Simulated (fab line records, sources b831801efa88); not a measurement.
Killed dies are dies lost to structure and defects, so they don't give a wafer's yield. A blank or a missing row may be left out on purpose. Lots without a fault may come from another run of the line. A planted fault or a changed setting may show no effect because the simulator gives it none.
A sampling plan put to the test | flow sfq_line | one fab line, 37 faults that these records tell of, each judged on the records of the lots that it struck
The plan is the line's own looks: the steps of the route at which a gauge or an inspection reads the wafer and doesn't change it. A look can be judged if struck wafers have a number there and the file gives its usual mean and standard deviation on fault-free wafers. Caught: at a look after the fault's first step, the mean of the struck wafers lies 4 or more of those standard deviations (sigma) from the usual mean. On the tool: the same test on the tool's own readings at the fault's steps. Another recipe on the struck wafers, or a record that is blank for them alone, also counts as caught.

THE FAULTS, as the simulator had put them in
1. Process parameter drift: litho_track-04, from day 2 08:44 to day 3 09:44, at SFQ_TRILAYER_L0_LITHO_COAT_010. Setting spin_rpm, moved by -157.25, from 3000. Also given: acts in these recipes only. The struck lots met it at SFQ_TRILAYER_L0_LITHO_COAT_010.
2. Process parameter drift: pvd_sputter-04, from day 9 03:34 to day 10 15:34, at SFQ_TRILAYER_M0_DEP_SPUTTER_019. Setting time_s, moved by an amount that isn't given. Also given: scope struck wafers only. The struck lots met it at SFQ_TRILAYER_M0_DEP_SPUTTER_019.
3. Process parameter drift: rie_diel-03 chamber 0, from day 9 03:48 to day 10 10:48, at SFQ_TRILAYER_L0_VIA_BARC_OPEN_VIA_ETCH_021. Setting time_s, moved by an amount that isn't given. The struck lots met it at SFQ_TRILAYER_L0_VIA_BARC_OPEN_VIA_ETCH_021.
4. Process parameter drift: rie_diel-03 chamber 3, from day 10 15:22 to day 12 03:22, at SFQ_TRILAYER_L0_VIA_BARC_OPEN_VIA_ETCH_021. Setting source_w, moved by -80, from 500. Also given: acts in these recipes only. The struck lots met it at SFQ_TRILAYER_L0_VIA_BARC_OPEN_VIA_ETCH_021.
5. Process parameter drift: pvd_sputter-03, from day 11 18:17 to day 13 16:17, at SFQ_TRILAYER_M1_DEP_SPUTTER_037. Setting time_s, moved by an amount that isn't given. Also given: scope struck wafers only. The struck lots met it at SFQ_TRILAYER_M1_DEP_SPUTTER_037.
6. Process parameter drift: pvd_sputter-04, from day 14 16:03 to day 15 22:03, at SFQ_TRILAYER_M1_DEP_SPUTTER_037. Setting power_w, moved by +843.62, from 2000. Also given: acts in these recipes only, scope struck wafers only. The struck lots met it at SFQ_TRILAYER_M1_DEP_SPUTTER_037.
7. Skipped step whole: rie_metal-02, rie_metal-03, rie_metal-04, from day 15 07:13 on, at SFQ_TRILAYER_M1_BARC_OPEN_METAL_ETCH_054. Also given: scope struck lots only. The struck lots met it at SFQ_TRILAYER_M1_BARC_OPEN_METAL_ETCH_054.
8. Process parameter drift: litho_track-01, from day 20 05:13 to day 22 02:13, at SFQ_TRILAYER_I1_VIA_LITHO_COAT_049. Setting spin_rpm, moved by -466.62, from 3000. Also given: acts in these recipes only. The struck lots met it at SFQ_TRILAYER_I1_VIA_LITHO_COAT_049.
9. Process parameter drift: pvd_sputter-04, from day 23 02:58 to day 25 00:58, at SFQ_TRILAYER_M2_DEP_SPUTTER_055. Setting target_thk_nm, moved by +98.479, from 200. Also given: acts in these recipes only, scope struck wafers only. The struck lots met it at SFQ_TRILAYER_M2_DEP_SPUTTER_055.
10. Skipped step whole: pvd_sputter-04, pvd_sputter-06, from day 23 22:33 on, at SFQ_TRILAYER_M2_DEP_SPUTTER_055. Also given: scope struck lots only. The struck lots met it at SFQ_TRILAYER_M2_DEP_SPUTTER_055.
11. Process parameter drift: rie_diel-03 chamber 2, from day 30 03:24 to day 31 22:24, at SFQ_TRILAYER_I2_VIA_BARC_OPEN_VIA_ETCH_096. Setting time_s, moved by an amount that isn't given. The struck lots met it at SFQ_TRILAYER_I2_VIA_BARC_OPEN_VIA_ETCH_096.
12. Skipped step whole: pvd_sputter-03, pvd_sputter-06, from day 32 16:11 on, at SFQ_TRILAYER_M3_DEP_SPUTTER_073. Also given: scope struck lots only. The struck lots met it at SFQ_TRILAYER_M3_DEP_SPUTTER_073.
13. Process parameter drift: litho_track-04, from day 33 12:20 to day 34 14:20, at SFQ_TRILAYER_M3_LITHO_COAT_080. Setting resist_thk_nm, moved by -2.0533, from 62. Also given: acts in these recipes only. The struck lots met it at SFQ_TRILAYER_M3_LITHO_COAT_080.
14. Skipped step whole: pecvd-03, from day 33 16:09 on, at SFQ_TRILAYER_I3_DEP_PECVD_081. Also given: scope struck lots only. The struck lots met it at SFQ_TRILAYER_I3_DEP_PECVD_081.
15. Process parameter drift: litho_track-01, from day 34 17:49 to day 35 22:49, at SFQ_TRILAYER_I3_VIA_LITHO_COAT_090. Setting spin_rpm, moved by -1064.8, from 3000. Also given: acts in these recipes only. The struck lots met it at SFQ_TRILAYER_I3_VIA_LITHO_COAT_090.
16. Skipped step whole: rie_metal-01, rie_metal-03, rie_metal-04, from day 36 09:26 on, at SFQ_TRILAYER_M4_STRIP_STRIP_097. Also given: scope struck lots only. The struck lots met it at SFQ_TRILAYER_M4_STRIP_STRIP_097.
17. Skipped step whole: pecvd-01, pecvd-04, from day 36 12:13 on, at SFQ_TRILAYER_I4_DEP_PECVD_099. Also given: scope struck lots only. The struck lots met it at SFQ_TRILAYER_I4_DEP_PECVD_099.
18. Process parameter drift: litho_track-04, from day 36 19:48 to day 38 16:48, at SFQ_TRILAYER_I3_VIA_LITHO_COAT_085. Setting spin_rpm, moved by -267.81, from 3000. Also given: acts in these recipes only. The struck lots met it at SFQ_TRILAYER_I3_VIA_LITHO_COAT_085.
19. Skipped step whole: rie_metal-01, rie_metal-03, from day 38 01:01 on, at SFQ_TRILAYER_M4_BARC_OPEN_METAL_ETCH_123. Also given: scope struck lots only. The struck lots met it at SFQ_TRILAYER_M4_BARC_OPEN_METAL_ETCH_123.
20. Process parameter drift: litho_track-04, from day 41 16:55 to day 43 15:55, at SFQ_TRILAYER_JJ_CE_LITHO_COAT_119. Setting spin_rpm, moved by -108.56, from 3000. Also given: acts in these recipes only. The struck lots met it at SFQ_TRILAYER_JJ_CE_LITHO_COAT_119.
21. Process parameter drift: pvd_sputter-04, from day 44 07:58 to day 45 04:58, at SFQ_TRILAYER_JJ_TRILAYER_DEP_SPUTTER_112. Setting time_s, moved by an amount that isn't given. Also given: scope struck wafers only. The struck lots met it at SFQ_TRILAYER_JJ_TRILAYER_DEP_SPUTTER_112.
22. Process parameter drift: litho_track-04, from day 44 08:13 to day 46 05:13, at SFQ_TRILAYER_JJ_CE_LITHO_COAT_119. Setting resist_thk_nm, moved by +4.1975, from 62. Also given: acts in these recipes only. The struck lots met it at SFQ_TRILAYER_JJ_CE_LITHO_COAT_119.
23. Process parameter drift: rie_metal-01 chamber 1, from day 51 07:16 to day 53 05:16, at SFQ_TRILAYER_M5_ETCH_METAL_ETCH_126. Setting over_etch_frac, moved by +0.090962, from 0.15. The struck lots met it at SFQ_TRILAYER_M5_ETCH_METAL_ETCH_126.
24. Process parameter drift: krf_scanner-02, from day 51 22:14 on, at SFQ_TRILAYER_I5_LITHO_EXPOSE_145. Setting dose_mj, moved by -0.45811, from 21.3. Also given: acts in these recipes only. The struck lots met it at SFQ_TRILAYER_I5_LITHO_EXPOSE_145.
25. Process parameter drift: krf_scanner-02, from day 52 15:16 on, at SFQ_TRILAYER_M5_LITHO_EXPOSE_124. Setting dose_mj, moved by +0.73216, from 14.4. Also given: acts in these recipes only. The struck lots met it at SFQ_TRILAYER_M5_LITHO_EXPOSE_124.
26. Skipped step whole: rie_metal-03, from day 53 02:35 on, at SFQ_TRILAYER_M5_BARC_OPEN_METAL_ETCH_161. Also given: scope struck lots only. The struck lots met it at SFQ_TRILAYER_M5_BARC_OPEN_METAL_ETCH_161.
27. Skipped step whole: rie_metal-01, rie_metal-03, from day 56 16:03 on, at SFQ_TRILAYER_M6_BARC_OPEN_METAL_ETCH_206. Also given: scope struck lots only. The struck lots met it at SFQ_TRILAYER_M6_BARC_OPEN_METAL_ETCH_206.
28. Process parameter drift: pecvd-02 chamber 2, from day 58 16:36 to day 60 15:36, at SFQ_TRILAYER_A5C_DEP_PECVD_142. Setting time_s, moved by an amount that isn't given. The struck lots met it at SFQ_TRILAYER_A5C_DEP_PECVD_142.
29. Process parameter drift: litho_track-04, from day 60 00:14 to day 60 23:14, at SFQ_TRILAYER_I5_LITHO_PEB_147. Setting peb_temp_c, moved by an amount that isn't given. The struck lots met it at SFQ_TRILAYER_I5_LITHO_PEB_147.
30. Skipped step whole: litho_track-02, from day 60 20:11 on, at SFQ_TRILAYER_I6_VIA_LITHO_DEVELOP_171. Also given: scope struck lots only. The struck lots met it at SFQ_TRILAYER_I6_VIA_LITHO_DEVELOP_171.
31. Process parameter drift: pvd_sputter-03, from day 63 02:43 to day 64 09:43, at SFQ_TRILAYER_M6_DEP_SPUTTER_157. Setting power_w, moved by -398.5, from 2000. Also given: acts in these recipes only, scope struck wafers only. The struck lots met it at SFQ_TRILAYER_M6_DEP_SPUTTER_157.
32. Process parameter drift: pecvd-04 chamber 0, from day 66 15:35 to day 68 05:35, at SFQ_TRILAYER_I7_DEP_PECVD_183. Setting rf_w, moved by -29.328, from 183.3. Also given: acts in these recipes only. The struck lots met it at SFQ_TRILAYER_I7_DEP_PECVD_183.
33. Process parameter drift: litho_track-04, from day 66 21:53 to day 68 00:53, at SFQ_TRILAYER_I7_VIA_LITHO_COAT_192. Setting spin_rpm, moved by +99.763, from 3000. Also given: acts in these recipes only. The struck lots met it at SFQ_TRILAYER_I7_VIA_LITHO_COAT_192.
34. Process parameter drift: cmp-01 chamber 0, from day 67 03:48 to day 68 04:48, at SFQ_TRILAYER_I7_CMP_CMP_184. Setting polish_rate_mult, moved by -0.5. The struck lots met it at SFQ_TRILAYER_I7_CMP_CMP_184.
35. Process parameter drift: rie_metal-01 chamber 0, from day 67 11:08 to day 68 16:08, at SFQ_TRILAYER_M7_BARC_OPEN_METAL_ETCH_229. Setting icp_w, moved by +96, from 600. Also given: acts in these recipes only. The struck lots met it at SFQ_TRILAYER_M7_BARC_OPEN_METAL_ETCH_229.
36. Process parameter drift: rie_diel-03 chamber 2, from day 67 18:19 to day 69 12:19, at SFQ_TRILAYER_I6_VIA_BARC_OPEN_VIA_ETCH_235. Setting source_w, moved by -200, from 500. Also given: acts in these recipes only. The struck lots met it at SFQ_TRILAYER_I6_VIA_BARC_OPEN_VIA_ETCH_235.
37. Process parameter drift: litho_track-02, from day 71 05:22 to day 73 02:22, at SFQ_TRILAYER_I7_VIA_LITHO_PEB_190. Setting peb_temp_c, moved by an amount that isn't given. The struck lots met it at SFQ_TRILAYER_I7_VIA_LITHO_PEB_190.

WHAT THE PLAN SAW
fault | on the tool itself                               | first look that catches it                      | reading, sigma | median hours from its first step to that look | hours from the fault's start to the first struck lot there | judged looks passed uncaught
1     | spin_speed_rpm -83 sigma                         | no look after it can be judged                  | -              | -                                             | -                                                          | 0
2     | under 2 sigma                                    | SFQ_M0_RS_MEAS_904                              | M0_NB_RS +7.8  | 0.1                                           | 7                                                          | 0
3     | oes_product_au +14 sigma                         | no look after it can be judged                  | -              | -                                             | -                                                          | 0
4     | rf_fwd_power_W -44 sigma                         | no look after it can be judged                  | -              | -                                             | -                                                          | 0
5     | under 2 sigma                                    | SFQ_M1_RS_MEAS_909                              | M1_NB_RS +20   | 0.1                                           | 8                                                          | 0
6     | cathode_dc_power_W +99 or beyond sigma           | SFQ_M1_RS_MEAS_909                              | M1_NB_RS -28   | 0.1                                           | 5                                                          | 0
7     | the tool's record is blank for the struck wafers | no look after it can be judged                  | -              | -                                             | -                                                          | 0
8     | spin_speed_rpm -99 or beyond sigma               | not the one look that can be judged after it    | -              | -                                             | -                                                          | 1
9     | under 2 sigma                                    | SFQ_M2_RS_MEAS_914                              | M2_NB_RS -31   | 0.1                                           | 3                                                          | 0
10    | the tool's record is blank for the struck wafers | no look after it can be judged                  | -              | -                                             | -                                                          | 0
11    | oes_product_au +41 sigma                         | no look after it can be judged                  | -              | -                                             | -                                                          | 0
12    | the tool's record is blank for the struck wafers | none of the 2 looks that can be judged after it | -              | -                                             | -                                                          | 2
13    | under 2 sigma                                    | no look after it can be judged                  | -              | -                                             | -                                                          | 0
14    | the tool's record is blank for the struck wafers | no look after it can be judged                  | -              | -                                             | -                                                          | 0
15    | spin_speed_rpm -99 or beyond sigma               | no look after it can be judged                  | -              | -                                             | -                                                          | 0
16    | no reading that can be judged                    | none of the 4 looks that can be judged after it | -              | -                                             | -                                                          | 4
17    | the tool's record is blank for the struck wafers | no look after it can be judged                  | -              | -                                             | -                                                          | 0
18    | spin_speed_rpm -99 or beyond sigma               | not the one look that can be judged after it    | -              | -                                             | -                                                          | 1
19    | the tool's record is blank for the struck wafers | no look after it can be judged                  | -              | -                                             | -                                                          | 0
20    | spin_speed_rpm -60 sigma                         | not the one look that can be judged after it    | -              | -                                             | -                                                          | 1
21    | under 2 sigma                                    | SFQ_JJ_RS_MEAS_929                              | JJ_NB_RS -13   | 0.1                                           | 15                                                         | 0
22    | no reading that can be judged                    | no look after it can be judged                  | -              | -                                             | -                                                          | 0
23    | oes_product_au -4.4 sigma                        | no look after it can be judged                  | -              | -                                             | -                                                          | 0
24    | exposure_dose_mJ_cm2 -19 sigma                   | not the one look that can be judged after it    | -              | -                                             | -                                                          | 1
25    | exposure_dose_mJ_cm2 +45 sigma                   | not the one look that can be judged after it    | -              | -                                             | -                                                          | 1
26    | the tool's record is blank for the struck wafers | none of the 2 looks that can be judged after it | -              | -                                             | -                                                          | 2
27    | the tool's record is blank for the struck wafers | no look after it can be judged                  | -              | -                                             | -                                                          | 0
28    | only faintly: heater_power_w +2.2 sigma          | no look after it can be judged                  | -              | -                                             | -                                                          | 0
29    | heater_power_total_W +15 sigma                   | not the one look that can be judged after it    | -              | -                                             | -                                                          | 1
30    | no reading that can be judged                    | no look after it can be judged                  | -              | -                                             | -                                                          | 0
31    | cathode_dc_power_W -99 or beyond sigma           | SFQ_M6_RS_MEAS_938                              | M6_NB_RS +20   | 0.1                                           | 11                                                         | 0
32    | rf_fwd_power_W -42 sigma                         | not the one look that can be judged after it    | -              | -                                             | -                                                          | 1
33    | spin_speed_rpm +49 sigma                         | not the one look that can be judged after it    | -              | -                                             | -                                                          | 1
34    | time_to_endpoint_s +8.2 sigma                    | none of the 6 looks that can be judged after it | -              | -                                             | -                                                          | 6
35    | rf_fwd_power_W +43 sigma                         | no look after it can be judged                  | -              | -                                             | -                                                          | 0
36    | rf_fwd_power_W -99 or beyond sigma               | no look after it can be judged                  | -              | -                                             | -                                                          | 0
37    | heater_power_total_W +34 sigma                   | not the one look that can be judged after it    | -              | -                                             | -                                                          | 1
A dash: the fault isn't caught, or these records don't give the number.

Caught at a look: 6 of 37. Caught on the tool: 28 of 37. By one or the other: 32 of 37.
Caught on the tool alone: faults 1, 3, 4, 7, 8, 10, 11, 12, 14, 15, 17, 18, 19, 20, 23, 24, 25, 26, 27, 29, 32, 33, 34, 35, 36, 37.
Caught at a look alone: faults 2, 5, 9, 21.
Caught by neither: faults 13, 16, 22, 28, 30.

THINNER SAMPLING
If the look that catches a fault measured only every second or every third lot, by lot number, the first struck lot would be measured this late in the worst case:
fault | struck lots at that look, in order of time | every lot | every second lot | every third lot
2     | L449, L452                                 | 7 h       | 28 h             | may miss all 2
5     | L677, L679                                 | 8 h       | may miss all 2   | may miss all 2
6     | L841                                       | 5 h       | may miss it      | may miss it
9     | L350, L352                                 | 3 h       | may miss all 2   | may miss all 2
21    | L780                                       | 15 h      | may miss it      | may miss it
31    | L194                                       | 11 h      | may miss it      | may miss it
Hours are from the fault's start to the first struck lot that is measured. The limit of 4 sigma was tested on all struck wafers together, so one lot alone may lie under it. Other struck lots may not be in these records.

THE LONGEST TIMED WAY FROM STEP TO LOOK
Fault 5: a median of 0.1 hours passes between SFQ_TRILAYER_M1_DEP_SPUTTER_037 and SFQ_M1_RS_MEAS_909. No look between them can be judged.
